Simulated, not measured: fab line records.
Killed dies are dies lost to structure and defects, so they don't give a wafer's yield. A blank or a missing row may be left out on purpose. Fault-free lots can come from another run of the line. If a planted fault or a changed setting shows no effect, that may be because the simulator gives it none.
Comparing a struck lot with a sound one | flow gf180mcu | 16 steps out of a route of 602
Sound: the wafers L268.2, L268.3, L268.5. Wafers struck: L282.2, L282.3, L282.6. Last of all comes the cause.
Order at every step that has rows: each side's tool, ch and its chambers, its first start. Under that, the readings that differ: sound wafers | struck wafers | difference of the means | sigmas: that difference in standard deviations of wafers without a fault.
alike: readings whose means differ by less than 2 such deviations, and words and numbers that are the same on both sides. not compared: withheld readings, readings that some wafer has no value for, bounds like >300 that may hide the same value, and numbers for which the record gives no deviation and whose values overlap.
A row with sigmas, a row that says differs or no value, or rows on one side alone: a step with any of these is where the two part. Non-overlapping numbers with no deviation appear without sigmas and do not part them. A reading missing from all wafers of one side parts the sides only when that side holds two or more wafers.

GF_NSD_CD_MEAS_07: the cd target is 400 nm.
  sound on cd sem-01 at day 13 08:22; struck on cd sem-02 at day 18 00:55
  alike: cd nm
GF_NSD_OVL_MEAS_08:
  sound on overlay-02 at day 13 08:28; struck on overlay-02 at day 18 01:01
  alike: NSD_OVL
then, 2 steps without rows for these wafers: GF_NSD_IMPLANT_09; GF_NSD_IMPLANT_10.
GF_NSD_STRIP_11: strips in O2/N2.
  sound on plasma asher-01 ch 1, day 13 08:48; struck on plasma asher-03 ch 0,1, day 18 01:21
  reading                     | sound          | struck         | difference | sigmas
  drypump motor current A (A) | 5.74 5.72 5.74 | 5.86 6.11 6.10 | +0.29      | +2
  alike: heater power w, oes product au, strip time to endpoint s
  not compared: rf hours counter h
GF_NSD_TW_MEAS_12:
  sound on film metro-03 at day 13 08:55; struck on film metro-01 at day 18 01:28
  reading | sound          | struck         | difference | sigmas
  NSD_TW  | 4241 4219 4232 | 4167 4149 4164 | -71        | -3
then, 6 steps without rows for these wafers: GF_PSD_DEHYDRATE_00 (time 60 s); GF_PSD_HMDS_01 (prime time 60 s); GF_PSD_COAT_02 (resist thk 1000 nm); GF_PSD_SOFTBAKE_03 (time 60 s); GF_PSD_EXPOSE_04 (exposes mask Pplus, target cd 400 nm); GF_PSD_PEB_05.
GF_PSD_DEVELOP_06: develop time 60 s.
  sound on litho track-04 ch 0, day 14 04:05; struck on litho track-02 ch 0, day 19 00:31
GF_PSD_CD_MEAS_07: the cd target is 400 nm.
  sound on cd sem-02 at day 14 04:18; struck on cd sem-01 at day 19 00:40
  reading    | sound             | struck            | difference | sigmas
  cd nm (nm) | 399.6 398.2 400.1 | 422.7 422.7 421.7 | +23.1      | +12
GF_PSD_OVL_MEAS_08:
  sound on overlay-02 at day 14 04:25; struck on overlay-01 at day 19 00:46
  alike: PSD_OVL
GF_PASSIVATION_PROBE_99:
  sound wafers here have rows in the record (prober-02, day 28 21:06); struck ones have none

WHERE THEY PART
Last at GF_PASSIVATION_PROBE_99 as far as this record goes, first at GF_NSD_STRIP_11.

WHY: whatever the simulator had introduced
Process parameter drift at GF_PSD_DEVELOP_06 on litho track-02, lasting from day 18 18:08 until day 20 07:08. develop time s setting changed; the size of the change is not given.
